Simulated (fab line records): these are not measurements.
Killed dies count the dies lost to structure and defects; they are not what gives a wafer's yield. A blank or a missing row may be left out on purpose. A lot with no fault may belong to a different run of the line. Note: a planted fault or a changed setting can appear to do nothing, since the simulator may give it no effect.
What tool caused it? | flow gf180mcu | 12 lots, 36 wafers sampled, at 5 steps of a route of 602

## WHAT EACH GAUGE READ, for each wafer
GF_HV_LDD_CD_MEAS_19: target cd 400 nm.
lot  | measured     | on        | cd-nm (nm)
L461 | day 11 01:31 | cd-sem-02 | 397.9 396.9 397.4
L463 | day 11 15:06 | cd-sem-01 | 399.3 399.1 396.4
L464 | day 11 21:32 | cd-sem-01 | 400.4 397.1 398.6
L465 | day 12 08:46 | cd-sem-02 | 398.2 399.1 397.8
L466 | day 12 14:47 | cd-sem-02 | 395.4 397.0 397.6
L469 | day 13 13:57 | cd-sem-01 | 400.1 397.5 399.7
L471 | day 14 07:09 | cd-sem-01 | 398.1 399.9 400.7
L473 | day 14 21:46 | cd-sem-02 | 401.5 400.9 402.2
L475 | day 15 09:40 | cd-sem-02 | 399.9 398.5 398.2
L478 | day 16 08:49 | cd-sem-02 | 395.5 398.9 397.8
L482 | day 17 15:28 | cd-sem-02 | 402.1 402.0 399.7
L483 | day 18 02:50 | cd-sem-02 | 399.5 403.1 402.1

GF_HV_LDD_TW_MEAS_23.
lot  | measured     | on            | HV_LDD_2_TW
L461 | day 11 01:55 | film-metro-04 | 1060 1060 1069
L463 | day 11 15:30 | film-metro-04 | 1063 1060 1053
L464 | day 11 21:57 | film-metro-02 | 1053 1044 1049
L465 | day 12 09:10 | film-metro-04 | 1060 1058 1060
L466 | day 12 15:12 | film-metro-01 | 1047 1046 1050
L469 | day 13 14:21 | film-metro-04 | 1063 1064 1062
L471 | day 14 07:33 | film-metro-01 | 1043 1045 1047
L473 | day 14 22:10 | film-metro-02 | 1056 1051 1053
L475 | day 15 10:04 | film-metro-04 | 1065 1063 1063
L478 | day 16 09:13 | film-metro-04 | 1049 1063 1063
L482 | day 17 15:51 | film-metro-04 | 1065 1062 1067
L483 | day 18 03:14 | film-metro-02 | 1051 1049 1051

GF_HV_LDD_TW_MEAS_50.
lot  | measured     | on            | HV_LDD_4_TW
L461 | day 12 16:37 | film-metro-04 | 570 568 570
L463 | day 13 08:03 | film-metro-04 | 570 570 569
L464 | day 13 13:29 | film-metro-04 | 572 574 571
L465 | day 14 02:04 | film-metro-01 | 564 566 564
L466 | day 14 09:33 | film-metro-04 | 574 574 573
L469 | day 15 08:18 | film-metro-04 | 574 576 576
L471 | day 16 04:00 | film-metro-02 | 564 563 566
L473 | day 16 18:54 | film-metro-04 | 571 567 572
L475 | day 17 06:01 | film-metro-04 | 576 572 574
L478 | day 18 07:58 | film-metro-04 | 568 572 575
L482 | day 19 16:30 | film-metro-04 | 567 565 567
L483 | day 20 04:40 | film-metro-04 | 571 571 574

GF_HV_LDD_THK_MEAS_57.
lot  | measured     | on            | HV_LDD_CVD_56_THK (nm)
L461 | day 12 19:28 | film-metro-04 | 89.9 90.2 90.1
L463 | day 13 13:44 | film-metro-01 | 89.5 89.5 89.4
L464 | day 13 16:18 | film-metro-04 | 92.7 92.2 92.5
L465 | day 14 04:52 | film-metro-02 | 89.6 89.5 89.6
L466 | day 14 12:59 | film-metro-04 | 89.7 90.4 90.6
L469 | day 15 11:09 | film-metro-02 | 90.4 90.8 90.9
L471 | day 16 06:48 | film-metro-02 | 91.3 90.5 91.0
L473 | day 16 23:00 | film-metro-01 | 90.7 90.2 90.6
L475 | day 17 08:49 | film-metro-04 | 98.6 98.6 99.1 98.7 98.6 99.0
L478 | day 18 10:46 | film-metro-04 | 98.5 98.3 99.7 98.6 98.3 99.7
L482 | day 19 19:18 | film-metro-01 | 91.9 91.7 91.6
L483 | day 20 07:29 | film-metro-04 | 91.2 91.0 91.1

## WHAT TOOL EACH LOT RAN ON (gives the tool, then ch and the chambers of the sampled wafers, and finally the start)
lot  | GF_HV_LDD_CVD_56
L461 | lpcvd-02 ch 0, day 12 18:01
L463 | lpcvd-02 ch 0, day 13 12:18
L464 | lpcvd-01 ch 1, day 13 14:52
L465 | lpcvd-02 ch 1, day 14 03:25
L466 | lpcvd-02 ch 0, day 14 11:34
L469 | lpcvd-01 ch 0, day 15 09:43
L471 | lpcvd-01 ch 1, day 16 05:22
L473 | lpcvd-01 ch 0, day 16 21:34
L475 | lpcvd-02 ch 0, day 17 07:22
L478 | lpcvd-02 ch 0, day 18 09:19
L482 | lpcvd-01 ch 0, day 19 17:52
L483 | lpcvd-01 ch 0, day 20 06:03
- GF_HV_LDD_CVD_56: deposits Si3N4 from DCS/NH3, target thk 90 nm, time 1543 s.

## AS READ BY THE TOOLS THEMSELVES (means over the sampled wafers that have a number; for cases with no such wafer, the mark the record gives instead)
GF_HV_LDD_CVD_56.
lot  | tool     | susceptor-temp-C (C) | zone-power-bottom-pct (%)
L461 | lpcvd-02 | 770.3                | 20.7
L463 | lpcvd-02 | 769.7                | 20.8
L464 | lpcvd-01 | 769.6                | 19.7
L465 | lpcvd-02 | 770.2                | 20.4
L466 | lpcvd-02 | 770.0                | 20.8
L469 | lpcvd-01 | 769.5                | 18.9
L471 | lpcvd-01 | 770.0                | 20.0
L473 | lpcvd-01 | 770.1                | 18.9
L475 | lpcvd-02 | 770.0                | 20.6
L478 | lpcvd-02 | 769.7                | 20.6
L482 | lpcvd-01 | 770.0                | 18.9
L483 | lpcvd-01 | 769.8                | 19.0

## THE ANSWER, worked out from the rows above alone
Rule: usual is defined by the lots themselves. Put in order of their means at a reading, lots are off if they are a third of the lots or fewer, leave a main group of 4 or more, and stand apart from it by a gap of 3 or more times the standard deviation of the main group's means; of several such gaps the widest counts. If all means in a main group match to the digits the tables above print for the reading, that group is not used. A lot without any number at a reading at which 4 lots or more have one is off too. The other lots that the step has rows for count as sound. First the gauges in route order, then the tools' own readings, where a lot's mean is used as printed above. At the first step where some lot is off, the reading lying furthest off is the one used; lots without a number count as furthest.
Off: at GF_HV_LDD_THK_MEAS_57 (HV_LDD_CVD_56_THK), L475, L478. For the main group the mean is 90.7 nm and the standard deviation 0.89.
If a tool, at a process step before that reading, ran all the lots that are off and no sound lot after the first of them, it fits. Gauges at GF_HV_LDD_THK_MEAS_57: tried the same way as those tools. One fits: lpcvd-02 at GF_HV_LDD_CVD_56. A fault onset in the window from L466 (day 14 11:34, its last sound lot) to L475 (day 17 07:22, its first lot off) fits.

## WHAT HAD BEEN PUT IN BY THE SIMULATOR
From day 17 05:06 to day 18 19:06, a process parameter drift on lpcvd-02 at GF_HV_LDD_CVD_56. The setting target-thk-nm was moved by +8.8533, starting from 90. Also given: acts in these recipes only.
Struck lots among those shown: L475, L478. The rule above found the same.
